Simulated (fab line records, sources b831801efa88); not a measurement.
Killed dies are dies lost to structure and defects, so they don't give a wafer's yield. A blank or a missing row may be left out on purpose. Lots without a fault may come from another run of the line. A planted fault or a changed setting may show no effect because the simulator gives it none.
A struck lot beside a sound one | flow sfq_line | 43 steps out of a route of 325
Sound: wafers L597.4, L597.5, L597.6. Struck: wafer L606.2. (L606.3, L606.5 of the same lot were not struck and are left out.) The cause comes at the end.
At each step with rows: each side's tool, then ch and its chambers, then its first start. Under that, the readings that differ: sound wafers | struck wafers | difference of the means | sigmas: that difference in standard deviations of wafers without a fault.
alike: readings whose means differ by less than 2 such deviations, and words and numbers that are the same on both sides. not compared: withheld readings, readings that some wafer has no value for, bounds like >300 that may hide the same value, and numbers for which the record gives no deviation and whose values overlap.
The two part at a step that has a row with sigmas, a row that says differs or no value, or rows on one side only. Numbers that don't overlap but have no deviation are shown without sigmas and don't part them. A reading that every wafer of one side lacks parts them only if that side has two wafers or more.

first, 3 steps without rows for these wafers: SFQ_TRILAYER_M5_LITHO_EXPOSE_124 (exposes mask M5, target cd 700 nm); SFQ_TRILAYER_M5_LITHO_PEB_126 (peb time 60 s); SFQ_TRILAYER_M5_LITHO_DEVELOP_125 (time 60 s).
SFQ_M5_OVL_MEAS_932:
  sound on overlay-01, day 70 01:25; struck on overlay-01, day 70 18:13
  alike: M5_OVL
SFQ_TRILAYER_M5_BARC_OPEN_METAL_ETCH_161: etches BARC in O2, target depth 125 nm, time 41.7 s.
  sound on rie_metal-01 ch 0,1, day 70 01:28; struck on rie_metal-02 ch 0, day 70 18:14
  reading                | sound | struck | difference                   | sigmas
  rf_hours_counter_h (h) | - - - | 8      | no value on the sound wafers |
  alike: drypump_motor_current_A, oes_product_au
then, 3 steps without rows for these wafers: SFQ_TRILAYER_M5_ETCH_METAL_ETCH_126 (etches Nb in Cl2/BCl3, stops on SiO2, time 203.2 s, target depth 265 nm); SFQ_TRILAYER_M5_STRIP_STRIP_127 (strips in O2); SFQ_TRILAYER_M5_STRIP_SOLV_CLEAN_128 (cleans in NMP, time 600 s).
SFQ_TRILAYER_A5B_DEP_PECVD_129: deposits SiO2 from SiH4/N2O, time 133.33 s, target thk 600 nm.
  sound on pecvd-01 ch 0,1,2, day 70 02:32; struck on pecvd-03 ch 0, day 70 19:16
  reading               | sound | struck | difference                   | sigmas
  since_wet_clean_h (h) | - - - | 728    | no value on the sound wafers |
  alike: heater_power_w, throttle_valve_pct
then, 3 steps without rows for these wafers: SFQ_TRILAYER_A5B_CMP_CMP_130 (polishes, stops on Nb, target thk 340.7 nm); SFQ_TRILAYER_A5B_METRO_MEASURE_131; SFQ_TRILAYER_R5_DEP_SPUTTER_132 (material Ti, target thk 5 nm, time 5 s).
SFQ_TRILAYER_R5_DEP_SPUTTER_133: material MoNx, target thk 40 nm, time 66.7 s.
  sound on pvd_sputter-04, day 70 06:47; struck on pvd_sputter-04, day 71 00:47
  reading                                               | sound             | struck | difference | sigmas
  model.MoNx_of_TRILAYER_R5_DEP_SPUTTER_133.thk_nm (nm) | 39.55 39.73 39.22 | 41.4   | +1.9       |
  alike: throttle_valve_pct
then, 1 step without rows for these wafers: SFQ_TRILAYER_R5_DEP_SPUTTER_134 (material Ti, target thk 5 nm, time 5 s).
SFQ_R5_RS_MEAS_933: measures by four-point-probe.
  sound on film_metro-02, day 70 06:56; struck on film_metro-01, day 71 00:52
  reading             | sound          | struck | difference | sigmas
  R5_MONX_RS (ohm/sq) | 7.12 7.10 7.17 | 6.83   | -0.30      | -4
SFQ_R5_THK_MEAS_934: measures by xrf.
  sound on film_metro-02, day 70 07:01; struck on film_metro-01, day 71 00:59
  reading          | sound          | struck | difference | sigmas
  R5_MONX_THK (nm) | 39.2 39.3 38.9 | 40.8   | +1.7       | +4
then, 6 steps without rows for these wafers: SFQ_TRILAYER_R5_LITHO_COAT_141 (resist thk 62 nm); SFQ_TRILAYER_R5_LITHO_COAT_136 (resist thk 600 nm); SFQ_TRILAYER_R5_LITHO_SOFTBAKE_140; SFQ_TRILAYER_R5_LITHO_EXPOSE_137 (exposes mask R5, target cd 500 nm); SFQ_TRILAYER_R5_LITHO_PEB_139 (peb time 60 s); SFQ_TRILAYER_R5_LITHO_DEVELOP_138 (time 60 s).
-- the record jumps here: 4 days lie between the struck wafers' starts before and after --
SFQ_R5_OVL_MEAS_935:
  sound on overlay-01, day 74 10:58; struck on overlay-01, day 75 04:57
  reading     | sound  | struck | difference | sigmas
  R5_OVL (nm) | 7 12 2 | -7     | -14        | -3
then, 2 steps without rows for these wafers: SFQ_TRILAYER_R5_BARC_OPEN_METAL_ETCH_177 (etches BARC in O2, target depth 125 nm, time 41.7 s); SFQ_TRILAYER_R5_ETCH_METAL_ETCH_139 (etches the open film in Cl2, stops on SiO2, target depth 60 nm, time 40 s).
SFQ_TRILAYER_R5_STRIP_STRIP_140: strips in O2.
  sound on rie_metal-01 ch 1, day 74 11:49; struck on rie_metal-03 ch 1, day 75 05:06
  reading                | sound | struck | difference                   | sigmas
  rf_hours_counter_h (h) | - - - | 51     | no value on the sound wafers |
  alike: drypump_motor_current_A, oes_product_au
then, 8 steps without rows for these wafers: SFQ_TRILAYER_R5_STRIP_SOLV_CLEAN_141 (cleans in NMP, time 600 s); SFQ_TRILAYER_A5C_DEP_PECVD_142 (deposits SiO2 from SiH4/N2O, time 15.556 s, target thk 70 nm); SFQ_TRILAYER_I5_LITHO_COAT_149 (resist thk 62 nm); SFQ_TRILAYER_I5_LITHO_COAT_144 (resist thk 650 nm); SFQ_TRILAYER_I5_LITHO_SOFTBAKE_148; SFQ_TRILAYER_I5_LITHO_EXPOSE_145 (exposes mask I5, target cd 700 nm); SFQ_TRILAYER_I5_LITHO_PEB_147 (peb time 60 s); SFQ_TRILAYER_I5_LITHO_DEVELOP_146 (time 60 s).
SFQ_I5_OVL_MEAS_936:
  sound on overlay-02, day 74 15:52; struck on overlay-02, day 75 11:56
  alike: I5_OVL
SFQ_TRILAYER_I5_BARC_OPEN_VIA_ETCH_200: etches BARC in O2, target depth 125 nm, time 41.7 s.
  sound on rie_diel-02 ch 0,1,2, day 74 15:53; struck on rie_diel-01 ch 3, day 75 11:58
  alike: drypump_motor_current_A, oes_product_au
  not compared: rf_hours_counter_h
SFQ_TRILAYER_I5_ETCH_VIA_ETCH_147: etches the open film in CHF3, stops on Nb, target depth 360 nm.
  sound on rie_diel-02 ch 0,1,2, day 74 15:55; struck on rie_diel-01 ch 3, day 75 12:00
  alike: drypump_motor_current_A, oes_product_au
then, 5 steps without rows for these wafers: SFQ_TRILAYER_I5_STRIP_STRIP_148 (strips in O2); SFQ_TRILAYER_I5_STRIP_SOLV_CLEAN_149 (cleans in NMP, time 600 s); SFQ_TRILAYER_C5_LITHO_COAT_156 (resist thk 62 nm); SFQ_TRILAYER_C5_LITHO_COAT_151 (resist thk 650 nm); SFQ_TRILAYER_C5_LITHO_SOFTBAKE_155.
-- the record jumps here: 10 days lie between the struck wafers' starts before and after --
SFQ_M8_BOW_MEAS_951:
  sound on film_metro-04, day 83 20:52; struck on film_metro-04, day 85 18:14
  reading                 | sound             | struck | difference | sigmas
  model.etest.r5.ohm_um   | 14.28 14.22 14.39 | 13.62  | -0.68      |
  model.etest.c5.link_ohm | 8.077 8.051 8.142 | 7.766  | -0.324     |
  model.etest.r5.ohm_sq   | 7.129 7.096 7.188 | 6.81   | -0.33      |
  alike: M8_BOW

WHERE THEY PART
First at SFQ_TRILAYER_M5_BARC_OPEN_METAL_ETCH_161; last, within this record, at SFQ_TRILAYER_R5_STRIP_STRIP_140. Later steps at which nothing parts them and some readings are alike: SFQ_I5_OVL_MEAS_936, SFQ_TRILAYER_I5_BARC_OPEN_VIA_ETCH_200, SFQ_TRILAYER_I5_ETCH_VIA_ETCH_147, SFQ_M8_BOW_MEAS_951.

WHY: what the simulator had put in
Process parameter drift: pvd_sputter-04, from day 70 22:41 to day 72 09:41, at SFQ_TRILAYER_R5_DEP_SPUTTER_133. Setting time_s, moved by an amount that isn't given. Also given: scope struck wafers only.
